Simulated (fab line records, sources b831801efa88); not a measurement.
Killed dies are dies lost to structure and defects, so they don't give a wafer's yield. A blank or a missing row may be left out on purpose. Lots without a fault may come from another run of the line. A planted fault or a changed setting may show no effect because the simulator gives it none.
fab line records | flow sky130
record lots=14 wafers=42 last_day=50
route steps=708 shown VIA3@585 CAP2M@614 METAL4@630
lots that met no fault: from a run of the same line without faults
start_h: hours from the record's first day to the start of the lot's first wafer shown | wait_h: hours since the lot's step before | " the same as in the row above | L1.1+2: a row that stands for several wafers | - no value, or no start given | * or withheld: withheld | < > ~ a bound
route shown NAME@n: a module of which the file shows steps, and the number in the route of the first | usual: mean/standard deviation of fault-free wafers | same: alike in all rows | chamber/n: place in a boat | sites: the reading at each site | _std_site: their standard deviation | _edge_site: outer sites' mean less inner sites' | radius_mm: how far each site lies from the wafer's centre | mask NAME#n: copy n | behind: the tool/chamber that last shaped the wafer | hold: why the lot was held/for how many hours/how that ended | device: the transistor (n, p or np) that didn't switch | end of line: the same wafers' tests at the end of the route | a step without rows: its recipe alone | killed: dies lost to structure and defects at the first sort, not the wafer's yield | map: a wafer's dies, x killed, . not, _ none there
set.NAME: the setting as run; set.NAME@STEP: as run at that earlier step | model.NAME: the simulator's own value behind a step, which no gauge read
steps of the route over a sample of lots; a table a step, a row a wafer
services: from which hour (start_h, from the record's first day; less than 0 if before it) a tool's chamber was out of use, for how many hours, and why
## steps
# step SKY_VIA3_CD_MEAS_12
# recipe target_cd_nm=200
# usual cd_nm=200.4/1.5
# columns lot.wafer tool chamber start_h wait_h cd_nm
L985.1 cd_sem-02 - 931.39 - 201.3
L985.3 " - " " 202.5
L985.6 " - " " 201.3
L986.4 cd_sem-02 - 943.57 - 199.6
L986.5 " - " " 199.9
L986.6 " - " " 200.1
L989.2 cd_sem-01 - 968.31 - 199.6
L989.3 " - " " 199.7
L989.6 " - " " 200.4
L992.1 cd_sem-02 - 996.76 - 201.4
L992.3 " - " " 201.5
L992.6 " - " " 200.7
L994.3 cd_sem-01 - 999.25 - 202.7
L994.4 " - " " 201.0
L994.6 " - " " 201.5
L996.2 cd_sem-02 - 1012.06 - 202.2
L996.3 " - " " 201.0
L996.4 " - " " 200.8
L997.1 cd_sem-01 - 1022.09 - 201.5
L997.3 " - " " 201.4
L997.4 " - " " 201.8
L998.3 cd_sem-01 - 1028.03 - 200.1
L998.4 " - " " 200.1
L998.6 " - " " 200.0
L999.3 cd_sem-02 - 1030.50 - 201.6
L999.4 " - " " 201.5
L999.6 " - " " 201.1
L100.2 cd_sem-01 - 1036.13 - 202.2
L100.3 " - " " 202.0
L100.4 " - " " 202.7
L101.2 cd_sem-02 - 1045.91 - 197.2
L101.4 " - " " 196.4
L101.6 " - " " 196.4
L102.2 cd_sem-01 - 1054.13 - 198.9
L102.3 " - " " 197.1
L102.6 " - " " 199.0
L103.1 cd_sem-02 - 1065.69 - 200.0
L103.3 " - " " 201.7
L103.5 " - " " 199.0
L107.1 cd_sem-02 - 1077.41 - 201.5
L107.4 " - " " 200.3
L107.5 " - " " 201.1
# step SKY_CAP2M_DEVELOP_11
# recipe resist=NOVOLAK developer=TMAH develop_time_s=60 dev_temp_c=23
# usual chill_plate_temp_C=23.01/0.11 develop_time_s=60/0
# columns lot.wafer tool chamber start_h wait_h chill_plate_temp_C develop_time_s
L985.1 litho_track-01 0 956.52 0.1 22.89 60
L985.3 " 0 " " 22.84 60
L985.6 " 0 " " 22.76 60
L986.4 litho_track-02 0 969.12 0.1 23.05 60
L986.5 " 0 " " 23.06 60
L986.6 " 0 " " 23.07 60
L989.2 litho_track-02 0 993.82 0.1 23.00 60
L989.3 " 0 " " 22.90 60
L989.6 " 0 " " 23.07 60
L992.1 litho_track-03 0 1021.41 0.1 23.17 60
L992.3 " 0 " " 23.18 60
L992.6 " 0 " " 23.08 60
L994.3 litho_track-03 0 1023.96 0.1 22.87 60
L994.4 " 0 " " 22.91 60
L994.6 " 0 " " 22.96 60
L996.2 litho_track-03 0 1036.54 0.1 22.94 60
L996.3 " 0 " " 22.92 60
L996.4 " 0 " " 22.85 60
L997.1 litho_track-03 0 1046.46 0.1 23.07 60
L997.3 " 0 " " 22.89 60
L997.4 " 0 " " 22.95 60
L998.3 litho_track-03 0 1050.96 0.1 23.03 60
L998.4 " 0 " " 23.00 60
L998.6 " 0 " " 22.89 60
L999.3 litho_track-02 0 1054.59 0.1 23.20 60
L999.4 " 0 " " 23.05 60
L999.6 " 0 " " 23.07 60
L100.2 litho_track-02 0 1059.67 0.1 23.14 60
L100.3 " 0 " " 23.03 60
L100.4 " 0 " " 22.96 60
L101.2 litho_track-02 - 1068.82 0.1 - -
L101.4 " - " " - -
L101.6 " - " " - -
L102.2 litho_track-03 - 1076.59 0.1 - -
L102.3 " - " " - -
L102.6 " - " " - -
L103.1 litho_track-03 0 1088.11 0.1 22.95 60
L103.3 " 0 " " 23.05 60
L103.5 " 0 " " 23.00 60
L107.1 litho_track-01 0 1098.77 0.1 23.08 60
L107.4 " 0 " " 23.27 60
L107.5 " 0 " " 23.06 60
# step SKY_CAP2M_METAL_ETCH_13
# recipe target_depth_nm=220 stop_on=SiO2 chemistry=Cl2/BCl3 target=TiN pressure_mtorr=10 icp_w=900 bias_w=48.5 Cl2_flow_sccm=60 bcl3_flow_sccm=30 time_s=62.9
# usual drypump_motor_current_A=5.80/0.25 oes_product_au=0.942/0.0071 rf_fwd_power_W=891/3.5 throttle_valve_pct=21.903/0.011
# same time_s=62.9
# columns lot.wafer tool chamber start_h wait_h drypump_motor_current_A oes_product_au rf_fwd_power_W rf_hours_counter_h throttle_valve_pct
L985.1 rie_metal-01 1 956.70 0.0 5.71 0.932 895 11 21.906
L985.3 " 1 " " 5.72 0.939 896 - 21.908
L985.6 " 0 " " 6.13 0.933 895 - 21.900
L986.4 rie_metal-04 0 969.25 0.0 6.04 0.933 894 - 21.906
L986.5 " 1 " " 5.82 0.927 886 - 21.915
L986.6 " 0 " " 6.03 0.944 892 - 21.899
L989.2 rie_metal-01 1 993.98 0.0 5.71 0.946 893 14 21.912
L989.3 " 1 " " 5.72 0.945 889 - 21.919
L989.6 " 1 " " 5.72 0.931 891 - 21.908
L992.1 rie_metal-03 0 1021.60 0.0 5.82 0.946 892 12 21.897
L992.3 " 0 " " 5.84 0.941 889 - 21.906
L992.6 " 0 " " 5.84 0.936 889 - 21.905
L994.3 rie_metal-03 1 1024.12 0.0 5.38 0.946 882 - 21.904
L994.4 " 0 " " 5.84 0.931 891 - 21.908
L994.6 " 0 " " 5.84 0.936 893 - 21.917
L996.2 rie_metal-01 0 1036.72 0.0 6.11 0.943 890 - 21.911
L996.3 " 0 " " 6.09 0.949 895 - 21.894
L996.4 " 0 " " 6.08 0.948 889 - 21.878
L997.1 rie_metal-03 1 1046.65 0.0 5.39 0.952 888 18 21.885
L997.3 " 0 " " 5.83 0.940 890 - 21.900
L997.4 " 1 " " 5.40 0.942 893 - 21.898
L998.3 rie_metal-01 1 1051.12 0.0 5.75 0.935 894 - 21.916
L998.4 " 0 " " 6.10 0.947 893 - 21.908
L998.6 " 1 " " 5.74 0.945 893 - 21.917
L999.3 rie_metal-04 0 1054.75 0.0 6.05 0.935 889 - 21.911
L999.4 " 1 " " 5.85 0.930 886 - 21.908
L999.6 " 0 " " 6.04 0.940 894 - 21.913
L100.2 rie_metal-01 0 1059.83 0.0 6.12 0.939 894 20 21.907
L100.3 " 0 " " 6.09 0.939 893 - 21.914
L100.4 " 1 " " 5.75 0.948 896 - 21.914
L101.2 rie_metal-01 0 1068.98 0.0 6.12 0.938 893 21 21.900
L101.4 " 1 " " 5.73 0.950 893 - 21.891
L101.6 " 0 " " 6.08 0.945 887 - 21.886
L102.2 rie_metal-03 1 1076.75 0.0 5.40 0.945 888 21 21.901
L102.3 " 0 " " 5.86 0.934 889 - 21.901
L102.6 " 1 " " 5.40 0.944 893 - 21.899
L103.1 rie_metal-03 1 1088.30 0.0 5.37 0.955 891 21 21.896
L103.3 " 1 " " 5.40 0.954 891 - 21.898
L103.5 " 1 " " 5.40 0.955 896 - 21.915
L107.1 rie_metal-03 0 1098.95 0.0 5.82 0.959 894 17 21.908
L107.4 " 0 " " 5.82 0.950 886 - 21.893
L107.5 " 0 " " 5.83 0.948 890 - 21.898
# step SKY_METAL4_OVL_MEAS_14
# usual METAL4_OVL=-4/4.8
# columns lot.wafer tool chamber start_h wait_h METAL4_OVL[nm]
L985.1 overlay-01 - 981.13 0.1 9
L985.3 " - " " 7
L985.6 " - " " 6
L986.4 overlay-02 - 993.61 0.1 -7
L986.5 " - " " -4
L986.6 " - " " -7
L989.2 overlay-02 - 1018.39 0.1 0
L989.3 " - " " -1
L989.6 " - " " -9
L992.1 overlay-02 - 1044.48 0.1 -6
L992.3 " - " " 0
L992.6 " - " " 4
L994.3 overlay-01 - 1047.09 0.1 2
L994.4 " - " " -8
L994.6 " - " " -3
L996.2 overlay-01 - 1059.39 0.1 -5
L996.3 " - " " -13
L996.4 " - " " -10
L997.1 overlay-01 - 1068.33 0.1 4
L997.3 " - " " -7
L997.4 " - " " 0
L998.3 overlay-02 - 1072.95 0.1 -8
L998.4 " - " " -7
L998.6 " - " " -10
L999.3 overlay-02 - 1077.19 0.1 -2
L999.4 " - " " -2
L999.6 " - " " -4
L100.2 overlay-02 - 1081.99 0.1 -2
L100.3 " - " " -4
L100.4 " - " " 0
L103.1 overlay-01 - 1109.48 0.1 -1
L103.3 " - " " -10
L103.5 " - " " -9
L107.1 overlay-02 - 1119.44 0.1 -3
L107.4 " - " " -5
L107.5 " - " " -6
## services
# columns tool chamber start_h hours kind
rie_metal-01 0 970.21 5.3 repair
rie_metal-04 0 983.04 1.4 repair
rie_metal-01 1 1027.81 12.4 repair
rie_metal-01 - 1050.84 0.1 repair
## key
first_sign step=SKY_CAP2M_DEVELOP_11 reading=tool_record direction=missing
effect none on later readings
met_at SKY_CAP2M_DEVELOP_11
struck_lots L101,L102
later_rows_left_out L101.2,L101.4,L101.6,L102.2,L102.3,L102.6
sort_left_out L101.2,L101.4,L101.6,L102.2,L102.3,L102.6
not_acting_at SKY_VIA3_CD_MEAS_12,SKY_CAP2M_METAL_ETCH_13,SKY_METAL4_OVL_MEAS_14
onset_between 1059.67 1068.82
fault kind=skipped_step_whole tool=litho_track-02,litho_track-03 chamber=- onset_h=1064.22 steps=SKY_CAP2M_DEVELOP_11 scope=struck_lots_only
# sort_left_out: the simulated sort isn't trusted on such a fault, so these wafers' sort isn't shown, and their yield isn't known
# later_rows_left_out: the simulator's readings of these wafers behind a module that went badly wrong aren't trusted and aren't shown, but for the sort
